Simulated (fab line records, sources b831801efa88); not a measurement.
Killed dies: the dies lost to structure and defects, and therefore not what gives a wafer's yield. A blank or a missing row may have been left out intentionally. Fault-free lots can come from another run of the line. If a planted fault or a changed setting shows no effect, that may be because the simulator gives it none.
The tool behind it: which one? || flow sky130 || 72 wafers from 24 lots sampled at 6 of the route's 708 steps

WHAT EACH GAUGE READ, for each wafer
The record lacks any reading of a measuring or inspecting step that a usual standard deviation could be used to judge.

EACH LOT AND THE TOOL THAT RAN IT (in order: tool; ch and the chambers of the sampled wafers; start)
{"lot": "L074", "SKY_VIA2_SPUTTER_20": "pvdSputter-04, day 35 22:00", "SKY_METAL3_SPUTTER_00": "pvdSputter-03, day 35 22:40", "SKY_METAL3_SPUTTER_03": "pvdSputter-03, day 35 22:46", "SKY_CAPM_STRIP_14": "plasmaAsher-01 ch 0, day 37 00:42", "SKY_VIA3_CMP_02": "cmp-01 ch 1,2, day 38 03:59", "SKY_VIA3_ETCH_15": "rieDiel-04 ch 0,1, day 39 05:56"}
{"lot": "L075", "SKY_VIA2_SPUTTER_20": "pvdSputter-04, day 37 02:51", "SKY_METAL3_SPUTTER_00": "pvdSputter-03, day 37 03:31", "SKY_METAL3_SPUTTER_03": "pvdSputter-03, day 37 03:37", "SKY_CAPM_STRIP_14": "plasmaAsher-01 ch 0,1, day 38 04:53", "SKY_VIA3_CMP_02": "cmp-01 ch 0,1,2, day 39 07:54", "SKY_VIA3_ETCH_15": "rieDiel-02 ch 0,1,3, day 40 08:35"}
{"lot": "L076", "SKY_VIA2_SPUTTER_20": "pvdSputter-04, day 37 16:56", "SKY_METAL3_SPUTTER_00": "pvdSputter-02, day 37 17:37", "SKY_METAL3_SPUTTER_03": "pvdSputter-02, day 37 17:42", "SKY_CAPM_STRIP_14": "plasmaAsher-02 ch 0,1, day 38 19:35", "SKY_VIA3_CMP_02": "cmp-01 ch 0,1,2, day 39 22:10", "SKY_VIA3_ETCH_15": "rieDiel-04 ch 2,3, day 40 22:20"}
{"lot": "L077", "SKY_VIA2_SPUTTER_20": "pvdSputter-04, day 38 02:09", "SKY_METAL3_SPUTTER_00": "pvdSputter-04, day 38 02:49", "SKY_METAL3_SPUTTER_03": "pvdSputter-04, day 38 02:55", "SKY_CAPM_STRIP_14": "plasmaAsher-03 ch 0, day 39 03:29", "SKY_VIA3_CMP_02": "cmp-01 ch 0,1,2, day 40 04:25", "SKY_VIA3_ETCH_15": "rieDiel-01 ch 0,1, day 41 05:38"}
{"lot": "L078", "SKY_VIA2_SPUTTER_20": "pvdSputter-03, day 38 17:05", "SKY_METAL3_SPUTTER_00": "pvdSputter-04, day 38 17:46", "SKY_METAL3_SPUTTER_03": "pvdSputter-04, day 38 17:50", "SKY_CAPM_STRIP_14": "plasmaAsher-03 ch 0,1, day 39 18:44", "SKY_VIA3_CMP_02": "cmp-01 ch 0,2, day 40 21:27", "SKY_VIA3_ETCH_15": "rieDiel-02 ch 0,2, day 41 21:56"}
{"lot": "L079", "SKY_VIA2_SPUTTER_20": "pvdSputter-03, day 38 18:45", "SKY_METAL3_SPUTTER_00": "pvdSputter-04, day 38 19:25", "SKY_METAL3_SPUTTER_03": "pvdSputter-04, day 38 19:31", "SKY_CAPM_STRIP_14": "plasmaAsher-02 ch 0,1, day 39 20:10", "SKY_VIA3_CMP_02": "cmp-02 ch 2,3, day 40 22:31", "SKY_VIA3_ETCH_15": "rieDiel-02 ch 0,1, day 41 23:03"}
{"lot": "L081", "SKY_VIA2_SPUTTER_20": "pvdSputter-04, day 38 20:39", "SKY_METAL3_SPUTTER_00": "pvdSputter-03, day 38 21:19", "SKY_METAL3_SPUTTER_03": "pvdSputter-03, day 38 21:25", "SKY_CAPM_STRIP_14": "plasmaAsher-02 ch 1, day 39 21:53", "SKY_VIA3_CMP_02": "cmp-01 ch 0,1,2, day 41 00:14", "SKY_VIA3_ETCH_15": "rieDiel-01 ch 0,3, day 42 00:38"}
{"lot": "L080", "SKY_VIA2_SPUTTER_20": "pvdSputter-04, day 38 21:23", "SKY_METAL3_SPUTTER_00": "pvdSputter-04, day 38 22:04", "SKY_METAL3_SPUTTER_03": "pvdSputter-04, day 38 22:09", "SKY_CAPM_STRIP_14": "plasmaAsher-01 ch 0,1, day 39 22:35", "SKY_VIA3_CMP_02": "cmp-02 ch 1,3, day 41 01:15", "SKY_VIA3_ETCH_15": "rieDiel-04 ch 1,3, day 42 01:35"}
{"lot": "L083", "SKY_VIA2_SPUTTER_20": "pvdSputter-03, day 38 23:15", "SKY_METAL3_SPUTTER_00": "pvdSputter-02, day 38 23:55", "SKY_METAL3_SPUTTER_03": "pvdSputter-02, day 39 00:00", "SKY_CAPM_STRIP_14": "plasmaAsher-02 ch 0,1, day 40 01:12", "SKY_VIA3_CMP_02": "cmp-02 ch 0,1,2, day 41 03:33", "SKY_VIA3_ETCH_15": "rieDiel-04 ch 1,2, day 42 04:08"}
{"lot": "L082", "SKY_VIA2_SPUTTER_20": "pvdSputter-03, day 39 02:23", "SKY_METAL3_SPUTTER_00": "pvdSputter-02, day 39 03:03", "SKY_METAL3_SPUTTER_03": "pvdSputter-02, day 39 03:08", "SKY_CAPM_STRIP_14": "plasmaAsher-01 ch 0,1, day 40 02:52", "SKY_VIA3_CMP_02": "cmp-01 ch 0,2, day 41 06:11", "SKY_VIA3_ETCH_15": "rieDiel-01 ch 0,2,3, day 42 06:26"}
{"lot": "L084", "SKY_VIA2_SPUTTER_20": "pvdSputter-03, day 39 17:09", "SKY_METAL3_SPUTTER_00": "pvdSputter-04, day 39 18:01", "SKY_METAL3_SPUTTER_03": "pvdSputter-04, day 39 18:07", "SKY_CAPM_STRIP_14": "plasmaAsher-01 ch 0,1, day 40 18:45", "SKY_VIA3_CMP_02": "cmp-02 ch 0,2,3, day 41 20:03", "SKY_VIA3_ETCH_15": "rieDiel-02 ch 0,2,3, day 42 19:35"}
{"lot": "L085", "SKY_VIA2_SPUTTER_20": "pvdSputter-03, day 39 18:47", "SKY_METAL3_SPUTTER_00": "pvdSputter-02, day 39 19:27", "SKY_METAL3_SPUTTER_03": "pvdSputter-02, day 39 19:32", "SKY_CAPM_STRIP_14": "plasmaAsher-01 ch 0,1, day 40 20:31", "SKY_VIA3_CMP_02": "cmp-02 ch 0,1,3, day 41 22:37", "SKY_VIA3_ETCH_15": "rieDiel-04 ch 0,3, day 42 23:18"}
{"lot": "L086", "SKY_VIA2_SPUTTER_20": "pvdSputter-03, day 40 00:14", "SKY_METAL3_SPUTTER_00": "pvdSputter-04, day 40 00:55", "SKY_METAL3_SPUTTER_03": "pvdSputter-04, day 40 01:00", "SKY_CAPM_STRIP_14": "plasmaAsher-02 ch 1, day 41 01:43", "SKY_VIA3_CMP_02": "cmp-02 ch 1,2,3, day 42 03:17", "SKY_VIA3_ETCH_15": "rieDiel-04 ch 0,2,3, day 43 03:09"}
{"lot": "L087", "SKY_VIA2_SPUTTER_20": "pvdSputter-04, day 40 12:14", "SKY_METAL3_SPUTTER_00": "pvdSputter-02, day 40 12:55", "SKY_METAL3_SPUTTER_03": "pvdSputter-02, day 40 13:00", "SKY_CAPM_STRIP_14": "plasmaAsher-02 ch 0,1, day 41 13:28", "SKY_VIA3_CMP_02": "cmp-01 ch 0,1, day 42 15:05", "SKY_VIA3_ETCH_15": "rieDiel-01 ch 0,1, day 43 14:26"}
{"lot": "L088", "SKY_VIA2_SPUTTER_20": "pvdSputter-03, day 40 20:04", "SKY_METAL3_SPUTTER_00": "pvdSputter-03, day 40 20:44", "SKY_METAL3_SPUTTER_03": "pvdSputter-03, day 40 20:50", "SKY_CAPM_STRIP_14": "plasmaAsher-02 ch 0,1, day 41 20:32", "SKY_VIA3_CMP_02": "cmp-01 ch 0,1, day 42 22:07", "SKY_VIA3_ETCH_15": "rieDiel-02 ch 0,2,3, day 43 21:06"}
{"lot": "L089", "SKY_VIA2_SPUTTER_20": "pvdSputter-04, day 40 21:11", "SKY_METAL3_SPUTTER_00": "pvdSputter-03, day 40 21:52", "SKY_METAL3_SPUTTER_03": "pvdSputter-03, day 40 21:57", "SKY_CAPM_STRIP_14": "plasmaAsher-01 ch 0,1, day 41 21:59", "SKY_VIA3_CMP_02": "cmp-01 ch 1,2,3, day 42 23:05", "SKY_VIA3_ETCH_15": "rieDiel-01 ch 1,2,3, day 43 22:11"}
{"lot": "L090", "SKY_VIA2_SPUTTER_20": "pvdSputter-01, day 41 01:08", "SKY_METAL3_SPUTTER_00": "pvdSputter-04, day 41 01:49", "SKY_METAL3_SPUTTER_03": "pvdSputter-04, day 41 01:54", "SKY_CAPM_STRIP_14": "plasmaAsher-03 ch 0,1, day 42 01:41", "SKY_VIA3_CMP_02": "cmp-02 ch 0,3, day 43 02:26", "SKY_VIA3_ETCH_15": "rieDiel-02 ch 0,1,2, day 44 01:17"}
{"lot": "L091", "SKY_VIA2_SPUTTER_20": "pvdSputter-04, day 41 11:50", "SKY_METAL3_SPUTTER_00": "pvdSputter-03, day 41 12:31", "SKY_METAL3_SPUTTER_03": "pvdSputter-03, day 41 12:36", "SKY_CAPM_STRIP_14": "plasmaAsher-03 ch 0,1, day 42 12:21", "SKY_VIA3_CMP_02": "cmp-02 ch 2,3, day 43 12:35", "SKY_VIA3_ETCH_15": "rieDiel-01 ch 0,1,2, day 44 11:12"}
{"lot": "L092", "SKY_VIA2_SPUTTER_20": "pvdSputter-04, day 42 06:44", "SKY_METAL3_SPUTTER_00": "pvdSputter-02, day 42 07:25", "SKY_METAL3_SPUTTER_03": "pvdSputter-02, day 42 07:30", "SKY_CAPM_STRIP_14": "plasmaAsher-02 ch 0,1, day 43 06:20", "SKY_VIA3_CMP_02": "cmp-02 ch 1,2,3, day 44 07:11", "SKY_VIA3_ETCH_15": "rieDiel-02 ch 0,1, day 45 04:38"}
{"lot": "L093", "SKY_VIA2_SPUTTER_20": "pvdSputter-04, day 42 12:23", "SKY_METAL3_SPUTTER_00": "pvdSputter-03, day 42 13:04", "SKY_METAL3_SPUTTER_03": "pvdSputter-03, day 42 13:09", "SKY_CAPM_STRIP_14": "plasmaAsher-01 ch 0,1, day 43 11:31", "SKY_VIA3_CMP_02": "cmp-02 ch 0,3, day 44 11:26", "SKY_VIA3_ETCH_15": "rieDiel-04 ch 1,3, day 45 09:08"}
{"lot": "L095", "SKY_VIA2_SPUTTER_20": "pvdSputter-01, day 42 17:12", "SKY_METAL3_SPUTTER_00": "pvdSputter-03, day 42 17:52", "SKY_METAL3_SPUTTER_03": "pvdSputter-03, day 42 17:57", "SKY_CAPM_STRIP_14": "plasmaAsher-01 ch 0,1, day 43 16:24", "SKY_VIA3_CMP_02": "cmp-02 ch 0,1, day 44 16:05", "SKY_VIA3_ETCH_15": "rieDiel-01 ch 0,1,3, day 45 14:26"}
{"lot": "L094", "SKY_VIA2_SPUTTER_20": "pvdSputter-03, day 42 21:05", "SKY_METAL3_SPUTTER_00": "pvdSputter-03, day 42 21:49", "SKY_METAL3_SPUTTER_03": "pvdSputter-03, day 42 21:53", "SKY_CAPM_STRIP_14": "plasmaAsher-02 ch 0,1, day 43 20:04", "SKY_VIA3_CMP_02": "cmp-01 ch 0,1,3, day 44 18:38", "SKY_VIA3_ETCH_15": "rieDiel-04 ch 0,1,2, day 45 16:17"}
{"lot": "L096", "SKY_VIA2_SPUTTER_20": "pvdSputter-04, day 42 22:05", "SKY_METAL3_SPUTTER_00": "pvdSputter-03, day 42 22:46", "SKY_METAL3_SPUTTER_03": "pvdSputter-03, day 42 22:50", "SKY_CAPM_STRIP_14": "plasmaAsher-01 ch 0,1, day 43 21:42", "SKY_VIA3_CMP_02": "cmp-02 ch 2,3, day 44 21:32", "SKY_VIA3_ETCH_15": "rieDiel-02 ch 1,2, day 45 19:20"}
{"lot": "L097", "SKY_VIA2_SPUTTER_20": "pvdSputter-03, day 43 07:54", "SKY_METAL3_SPUTTER_00": "pvdSputter-04, day 43 08:34", "SKY_METAL3_SPUTTER_03": "pvdSputter-04, day 43 08:40", "SKY_CAPM_STRIP_14": "plasmaAsher-02 ch 0,1, day 44 06:59", "SKY_VIA3_CMP_02": "cmp-01 ch 0,1,3, day 45 06:08", "SKY_VIA3_ETCH_15": "rieDiel-02 ch 0,1,3, day 46 03:44"}
- SKY_VIA2_SPUTTER_20: material TiN, target thk 20 nm, time 80 s.
- SKY_METAL3_SPUTTER_00: material Ti, target thk 15 nm, time 10 s.
- SKY_METAL3_SPUTTER_03: material Ti, target thk 5 nm, time 3.3 s.
- SKY_CAPM_STRIP_14: strips in O2/N2.
- SKY_VIA3_CMP_02: polishes SiO2.
- SKY_VIA3_ETCH_15: etches SiO2 in C4F8/O2/Ar, stops on TiN, target depth 507 nm, time 78 s.

WHAT THE TOOLS THEMSELVES READ (means of the sampled wafers that have a number; where no wafer has one, the mark that the record gives instead)
SKY_VIA2_SPUTTER_20.
{"lot": "L074", "tool": "pvdSputter-04", "throttleValvePct (%)": 29.8}
{"lot": "L075", "tool": "pvdSputter-04", "throttleValvePct (%)": 29.6}
{"lot": "L076", "tool": "pvdSputter-04", "throttleValvePct (%)": 30.0}
{"lot": "L077", "tool": "pvdSputter-04", "throttleValvePct (%)": 29.7}
{"lot": "L078", "tool": "pvdSputter-03", "throttleValvePct (%)": 28.9}
{"lot": "L079", "tool": "pvdSputter-03", "throttleValvePct (%)": 29.1}
{"lot": "L081", "tool": "pvdSputter-04", "throttleValvePct (%)": 30.3}
{"lot": "L080", "tool": "pvdSputter-04", "throttleValvePct (%)": 29.9}
{"lot": "L083", "tool": "pvdSputter-03", "throttleValvePct (%)": 28.8}
{"lot": "L082", "tool": "pvdSputter-03", "throttleValvePct (%)": 29.2}
{"lot": "L084", "tool": "pvdSputter-03", "throttleValvePct (%)": 29.1}
{"lot": "L085", "tool": "pvdSputter-03", "throttleValvePct (%)": 29.3}
{"lot": "L086", "tool": "pvdSputter-03", "throttleValvePct (%)": 29.9}
{"lot": "L087", "tool": "pvdSputter-04", "throttleValvePct (%)": 30.1}
{"lot": "L088", "tool": "pvdSputter-03", "throttleValvePct (%)": 28.6}
{"lot": "L089", "tool": "pvdSputter-04", "throttleValvePct (%)": 29.8}
{"lot": "L090", "tool": "pvdSputter-01", "throttleValvePct (%)": 29.3}
{"lot": "L091", "tool": "pvdSputter-04", "throttleValvePct (%)": 30.1}
{"lot": "L092", "tool": "pvdSputter-04", "throttleValvePct (%)": 30.1}
{"lot": "L093", "tool": "pvdSputter-04", "throttleValvePct (%)": 29.8}
{"lot": "L095", "tool": "pvdSputter-01", "throttleValvePct (%)": 29.2}
{"lot": "L094", "tool": "pvdSputter-03", "throttleValvePct (%)": 29.2}
{"lot": "L096", "tool": "pvdSputter-04", "throttleValvePct (%)": 30.3}
{"lot": "L097", "tool": "pvdSputter-03", "throttleValvePct (%)": 29.9}

SKY_METAL3_SPUTTER_00.
{"lot": "L074", "tool": "pvdSputter-03", "throttleValvePct (%)": 28.8}
{"lot": "L075", "tool": "pvdSputter-03", "throttleValvePct (%)": 29.4}
{"lot": "L076", "tool": "pvdSputter-02", "throttleValvePct (%)": 30.8}
{"lot": "L077", "tool": "pvdSputter-04", "throttleValvePct (%)": 29.9}
{"lot": "L078", "tool": "pvdSputter-04", "throttleValvePct (%)": 30.1}
{"lot": "L079", "tool": "pvdSputter-04", "throttleValvePct (%)": 30.1}
{"lot": "L081", "tool": "pvdSputter-03", "throttleValvePct (%)": 29.0}
{"lot": "L080", "tool": "pvdSputter-04", "throttleValvePct (%)": 29.9}
{"lot": "L083", "tool": "pvdSputter-02", "throttleValvePct (%)": 31.3}
{"lot": "L082", "tool": "pvdSputter-02", "throttleValvePct (%)": 30.7}
{"lot": "L084", "tool": "pvdSputter-04", "throttleValvePct (%)": 30.2}
{"lot": "L085", "tool": "pvdSputter-02", "throttleValvePct (%)": 30.7}
{"lot": "L086", "tool": "pvdSputter-04", "throttleValvePct (%)": 30.2}
{"lot": "L087", "tool": "pvdSputter-02", "throttleValvePct (%)": 31.2}
{"lot": "L088", "tool": "pvdSputter-03", "throttleValvePct (%)": 28.8}
{"lot": "L089", "tool": "pvdSputter-03", "throttleValvePct (%)": 29.4}
{"lot": "L090", "tool": "pvdSputter-04", "throttleValvePct (%)": 30.0}
{"lot": "L091", "tool": "pvdSputter-03", "throttleValvePct (%)": 29.4}
{"lot": "L092", "tool": "pvdSputter-02", "throttleValvePct (%)": 30.3}
{"lot": "L093", "tool": "pvdSputter-03", "throttleValvePct (%)": 29.0}
{"lot": "L095", "tool": "pvdSputter-03", "throttleValvePct (%)": 29.7}
{"lot": "L094", "tool": "pvdSputter-03", "throttleValvePct (%)": 29.2}
{"lot": "L096", "tool": "pvdSputter-03", "throttleValvePct (%)": 29.0}
{"lot": "L097", "tool": "pvdSputter-04", "throttleValvePct (%)": 30.2}

SKY_METAL3_SPUTTER_03.
{"lot": "L074", "tool": "pvdSputter-03", "throttleValvePct (%)": 28.8}
{"lot": "L075", "tool": "pvdSputter-03", "throttleValvePct (%)": 29.4}
{"lot": "L076", "tool": "pvdSputter-02", "throttleValvePct (%)": 30.9}
{"lot": "L077", "tool": "pvdSputter-04", "throttleValvePct (%)": 30.0}
{"lot": "L078", "tool": "pvdSputter-04", "throttleValvePct (%)": 30.1}
{"lot": "L079", "tool": "pvdSputter-04", "throttleValvePct (%)": 30.1}
{"lot": "L081", "tool": "pvdSputter-03", "throttleValvePct (%)": 29.0}
{"lot": "L080", "tool": "pvdSputter-04", "throttleValvePct (%)": 29.7}
{"lot": "L083", "tool": "pvdSputter-02", "throttleValvePct (%)": 31.2}
{"lot": "L082", "tool": "pvdSputter-02", "throttleValvePct (%)": 30.7}
{"lot": "L084", "tool": "pvdSputter-04", "throttleValvePct (%)": 30.1}
{"lot": "L085", "tool": "pvdSputter-02", "throttleValvePct (%)": 30.5}
{"lot": "L086", "tool": "pvdSputter-04", "throttleValvePct (%)": 30.2}
{"lot": "L087", "tool": "pvdSputter-02", "throttleValvePct (%)": 30.9}
{"lot": "L088", "tool": "pvdSputter-03", "throttleValvePct (%)": 28.7}
{"lot": "L089", "tool": "pvdSputter-03", "throttleValvePct (%)": 29.6}
{"lot": "L090", "tool": "pvdSputter-04", "throttleValvePct (%)": 30.1}
{"lot": "L091", "tool": "pvdSputter-03", "throttleValvePct (%)": 29.5}
{"lot": "L092", "tool": "pvdSputter-02", "throttleValvePct (%)": 30.1}
{"lot": "L093", "tool": "pvdSputter-03", "throttleValvePct (%)": 29.2}
{"lot": "L095", "tool": "pvdSputter-03", "throttleValvePct (%)": 29.6}
{"lot": "L094", "tool": "pvdSputter-03", "throttleValvePct (%)": 29.0}
{"lot": "L096", "tool": "pvdSputter-03", "throttleValvePct (%)": 29.1}
{"lot": "L097", "tool": "pvdSputter-04", "throttleValvePct (%)": 30.2}

SKY_CAPM_STRIP_14.
{"lot": "L074", "tool": "plasmaAsher-01", "drypumpMotorCurrentA (A)": 5.6, "n2FlowSccm (sccm)": 301.2, "oesProductAu (a.u.)": 0.712, "stripTimeToEndpointS (s)": 12.62}
{"lot": "L075", "tool": "plasmaAsher-01", "drypumpMotorCurrentA (A)": 5.8, "n2FlowSccm (sccm)": 299.7, "oesProductAu (a.u.)": 0.712, "stripTimeToEndpointS (s)": 12.61}
{"lot": "L076", "tool": "plasmaAsher-02", "drypumpMotorCurrentA (A)": 5.4, "n2FlowSccm (sccm)": 299.8, "oesProductAu (a.u.)": 0.709, "stripTimeToEndpointS (s)": 12.67}
{"lot": "L077", "tool": "plasmaAsher-03", "drypumpMotorCurrentA (A)": 6.2, "n2FlowSccm (sccm)": 300.0, "oesProductAu (a.u.)": 0.705, "stripTimeToEndpointS (s)": 12.63}
{"lot": "L078", "tool": "plasmaAsher-03", "drypumpMotorCurrentA (A)": 6.1, "n2FlowSccm (sccm)": 299.7, "oesProductAu (a.u.)": 0.706, "stripTimeToEndpointS (s)": 12.62}
{"lot": "L079", "tool": "plasmaAsher-02", "drypumpMotorCurrentA (A)": 5.6, "n2FlowSccm (sccm)": 300.4, "oesProductAu (a.u.)": 0.707, "stripTimeToEndpointS (s)": 12.65}
{"lot": "L081", "tool": "plasmaAsher-02", "drypumpMotorCurrentA (A)": 5.8, "n2FlowSccm (sccm)": 299.9, "oesProductAu (a.u.)": 0.710, "stripTimeToEndpointS (s)": 12.65}
{"lot": "L080", "tool": "plasmaAsher-01", "drypumpMotorCurrentA (A)": 5.8, "n2FlowSccm (sccm)": 300.3, "oesProductAu (a.u.)": 0.706, "stripTimeToEndpointS (s)": 12.63}
{"lot": "L083", "tool": "plasmaAsher-02", "drypumpMotorCurrentA (A)": 5.3, "n2FlowSccm (sccm)": 301.0, "oesProductAu (a.u.)": 0.711, "stripTimeToEndpointS (s)": 12.72}
{"lot": "L082", "tool": "plasmaAsher-01", "drypumpMotorCurrentA (A)": 5.7, "n2FlowSccm (sccm)": 299.3, "oesProductAu (a.u.)": 0.712, "stripTimeToEndpointS (s)": 12.60}
{"lot": "L084", "tool": "plasmaAsher-01", "drypumpMotorCurrentA (A)": 5.7, "n2FlowSccm (sccm)": 300.0, "oesProductAu (a.u.)": 0.711, "stripTimeToEndpointS (s)": 12.66}
{"lot": "L085", "tool": "plasmaAsher-01", "drypumpMotorCurrentA (A)": 5.7, "n2FlowSccm (sccm)": 299.5, "oesProductAu (a.u.)": 0.711, "stripTimeToEndpointS (s)": 12.65}
{"lot": "L086", "tool": "plasmaAsher-02", "drypumpMotorCurrentA (A)": 5.9, "n2FlowSccm (sccm)": 300.5, "oesProductAu (a.u.)": 0.710, "stripTimeToEndpointS (s)": 12.66}
{"lot": "L087", "tool": "plasmaAsher-02", "drypumpMotorCurrentA (A)": 5.4, "n2FlowSccm (sccm)": 299.7, "oesProductAu (a.u.)": 0.716, "stripTimeToEndpointS (s)": 12.69}
{"lot": "L088", "tool": "plasmaAsher-02", "drypumpMotorCurrentA (A)": 5.6, "n2FlowSccm (sccm)": 299.3, "oesProductAu (a.u.)": 0.709, "stripTimeToEndpointS (s)": 12.58}
{"lot": "L089", "tool": "plasmaAsher-01", "drypumpMotorCurrentA (A)": 5.7, "n2FlowSccm (sccm)": 299.9, "oesProductAu (a.u.)": 0.711, "stripTimeToEndpointS (s)": 12.70}
{"lot": "L090", "tool": "plasmaAsher-03", "drypumpMotorCurrentA (A)": 6.1, "n2FlowSccm (sccm)": 299.5, "oesProductAu (a.u.)": 0.709, "stripTimeToEndpointS (s)": 12.67}
{"lot": "L091", "tool": "plasmaAsher-03", "drypumpMotorCurrentA (A)": 6.1, "n2FlowSccm (sccm)": 299.8, "oesProductAu (a.u.)": 0.714, "stripTimeToEndpointS (s)": 12.61}
{"lot": "L092", "tool": "plasmaAsher-02", "drypumpMotorCurrentA (A)": 5.4, "n2FlowSccm (sccm)": 300.0, "oesProductAu (a.u.)": 0.708, "stripTimeToEndpointS (s)": 12.67}
{"lot": "L093", "tool": "plasmaAsher-01", "drypumpMotorCurrentA (A)": 5.7, "n2FlowSccm (sccm)": 299.6, "oesProductAu (a.u.)": 0.711, "stripTimeToEndpointS (s)": 12.67}
{"lot": "L095", "tool": "plasmaAsher-01", "drypumpMotorCurrentA (A)": 5.7, "n2FlowSccm (sccm)": 300.3, "oesProductAu (a.u.)": 0.712, "stripTimeToEndpointS (s)": 12.56}
{"lot": "L094", "tool": "plasmaAsher-02", "drypumpMotorCurrentA (A)": 5.3, "n2FlowSccm (sccm)": 299.4, "oesProductAu (a.u.)": 0.709, "stripTimeToEndpointS (s)": 12.65}
{"lot": "L096", "tool": "plasmaAsher-01", "drypumpMotorCurrentA (A)": 5.8, "n2FlowSccm (sccm)": 299.8, "oesProductAu (a.u.)": 0.708, "stripTimeToEndpointS (s)": 12.55}
{"lot": "L097", "tool": "plasmaAsher-02", "drypumpMotorCurrentA (A)": 5.6, "n2FlowSccm (sccm)": 301.4, "oesProductAu (a.u.)": 0.714, "stripTimeToEndpointS (s)": 12.60}

SKY_VIA3_CMP_02.
{"lot": "L074", "tool": "cmp-01", "motorCurrentA (A)": 13.1}
{"lot": "L075", "tool": "cmp-01", "motorCurrentA (A)": 12.3}
{"lot": "L076", "tool": "cmp-01", "motorCurrentA (A)": 12.7}
{"lot": "L077", "tool": "cmp-01", "motorCurrentA (A)": 12.9}
{"lot": "L078", "tool": "cmp-01", "motorCurrentA (A)": 12.5}
{"lot": "L079", "tool": "cmp-02", "motorCurrentA (A)": 11.9}
{"lot": "L081", "tool": "cmp-01", "motorCurrentA (A)": 13.0}
{"lot": "L080", "tool": "cmp-02", "motorCurrentA (A)": 11.1}
{"lot": "L083", "tool": "cmp-02", "motorCurrentA (A)": 12.6}
{"lot": "L082", "tool": "cmp-01", "motorCurrentA (A)": 12.2}
{"lot": "L084", "tool": "cmp-02", "motorCurrentA (A)": 12.7}
{"lot": "L085", "tool": "cmp-02", "motorCurrentA (A)": 12.0}
{"lot": "L086", "tool": "cmp-02", "motorCurrentA (A)": 11.3}
{"lot": "L087", "tool": "cmp-01", "motorCurrentA (A)": 12.4}
{"lot": "L088", "tool": "cmp-01", "motorCurrentA (A)": 12.3}
{"lot": "L089", "tool": "cmp-01", "motorCurrentA (A)": 13.0}
{"lot": "L090", "tool": "cmp-02", "motorCurrentA (A)": 12.3}
{"lot": "L091", "tool": "cmp-02", "motorCurrentA (A)": 11.9}
{"lot": "L092", "tool": "cmp-02", "motorCurrentA (A)": 11.6}
{"lot": "L093", "tool": "cmp-02", "motorCurrentA (A)": 12.9}
{"lot": "L095", "tool": "cmp-02", "motorCurrentA (A)": 13.0}
{"lot": "L094", "tool": "cmp-01", "motorCurrentA (A)": 13.1}
{"lot": "L096", "tool": "cmp-02", "motorCurrentA (A)": 12.2}
{"lot": "L097", "tool": "cmp-01", "motorCurrentA (A)": 12.7}

SKY_VIA3_ETCH_15.
{"lot": "L074", "tool": "rieDiel-04", "oesProductAu (a.u.)": 0.953}
{"lot": "L075", "tool": "rieDiel-02", "oesProductAu (a.u.)": 0.953}
{"lot": "L076", "tool": "rieDiel-04", "oesProductAu (a.u.)": 0.952}
{"lot": "L077", "tool": "rieDiel-01", "oesProductAu (a.u.)": 0.951}
{"lot": "L078", "tool": "rieDiel-02", "oesProductAu (a.u.)": 0.956}
{"lot": "L079", "tool": "rieDiel-02", "oesProductAu (a.u.)": 0.953}
{"lot": "L081", "tool": "rieDiel-01", "oesProductAu (a.u.)": 0.950}
{"lot": "L080", "tool": "rieDiel-04", "oesProductAu (a.u.)": 0.949}
{"lot": "L083", "tool": "rieDiel-04", "oesProductAu (a.u.)": 0.951}
{"lot": "L082", "tool": "rieDiel-01", "oesProductAu (a.u.)": 0.948}
{"lot": "L084", "tool": "rieDiel-02", "oesProductAu (a.u.)": 0.955}
{"lot": "L085", "tool": "rieDiel-04", "oesProductAu (a.u.)": 0.953}
{"lot": "L086", "tool": "rieDiel-04", "oesProductAu (a.u.)": 0.954}
{"lot": "L087", "tool": "rieDiel-01", "oesProductAu (a.u.)": 0.948}
{"lot": "L088", "tool": "rieDiel-02", "oesProductAu (a.u.)": 0.957}
{"lot": "L089", "tool": "rieDiel-01", "oesProductAu (a.u.)": 0.951}
{"lot": "L090", "tool": "rieDiel-02", "oesProductAu (a.u.)": 0.949}
{"lot": "L091", "tool": "rieDiel-01", "oesProductAu (a.u.)": 0.950}
{"lot": "L092", "tool": "rieDiel-02", "oesProductAu (a.u.)": 0.955}
{"lot": "L093", "tool": "rieDiel-04", "oesProductAu (a.u.)": 0.953}
{"lot": "L095", "tool": "rieDiel-01", "oesProductAu (a.u.)": 0.954}
{"lot": "L094", "tool": "rieDiel-04", "oesProductAu (a.u.)": 0.952}
{"lot": "L096", "tool": "rieDiel-02", "oesProductAu (a.u.)": 0.953}
{"lot": "L097", "tool": "rieDiel-02", "oesProductAu (a.u.)": 0.953}

THE ANSWER, worked out from the rows above alone
Rule: usual is defined by the lots themselves. The widest of any qualifying gaps counts: lots, ordered by their means at a reading, are off when they make up no more than a third of the lots, leave a main group of 4 or more, and stand apart from it by 3 or more times the standard deviation of that group's means. Not used: any main group whose means are identical at the precision the tables above print for the reading. A lot without any number at a reading at which 4 lots or more have one is off too. Any other lot the step has rows for is counted as sound. After the gauges, taken in route order, come the tools' own readings; for these a lot's mean is taken, as printed above. At the first step where some lot is off, the reading lying furthest off is the one used; lots without a number count as furthest.
Across all readings shown, no lot is off: no conclusion can be drawn from this.

WHAT THE SIMULATOR PUT IN
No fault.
